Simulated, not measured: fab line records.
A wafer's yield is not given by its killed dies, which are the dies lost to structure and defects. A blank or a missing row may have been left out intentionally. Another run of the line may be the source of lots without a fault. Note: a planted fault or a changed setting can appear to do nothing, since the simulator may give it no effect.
Chamber matching    flow gf180mcu    4 sister chambers for GF_SAB_ETCH_11 on rieDiel-02
The step etches SiO2 in C4F8/O2/Ar, target depth 55 nm, time 8.5 s. 4 wafers are shown with their chamber, then 7 later ones without.

## EACH WAFER AND ITS CHAMBER
wafer   chamber  oesProductAu (a.u.)
L078.1  1        1.012
L089.6  2        1.000
L092.1  3        0.993
L092.3  0        0.998

## WAFERS MISSING THEIR CHAMBER
wafer   oesProductAu (a.u.)
L092.5  0.994
L094.2  0.996
L094.4  1.001
L094.5  0.993
L095.1  0.995
L095.2  1.005
L095.3  1.006

## WHICH CHAMBER EACH ONE RAN IN
wafer   from the rows above           in truth
L092.5  can't be placed: 3 or 0 or 2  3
L094.2  can't be placed: 0 or 3 or 2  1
L094.4  can't be placed: 2 or 0       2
L094.5  can't be placed: 3 or 0       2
L095.1  can't be placed: 3 or 0 or 2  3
L095.2  can't be placed: 2 or 0 or 1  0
L095.3  can't be placed: 1 or 2 or 0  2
Correct placement for 0 of the 7. Not placeable from these rows: 7 (in 5, the candidates include the true chamber). Placed wrongly: 0.
How it was worked out, from the rows above alone: a wafer's distance from a chamber is the root of the sum, over the readings, of the square of ((its reading less the chamber's mean) divided by the reading's scatter). If the next closest chamber is less than 2 further off than the closest, the wafer can't be placed; otherwise it belongs to the closest. Each chamber's mean is taken over the wafers shown for it. The scatter: root of mean squared gap, hidden wafer to nearest shown wafer, with one shown wafer a chamber.
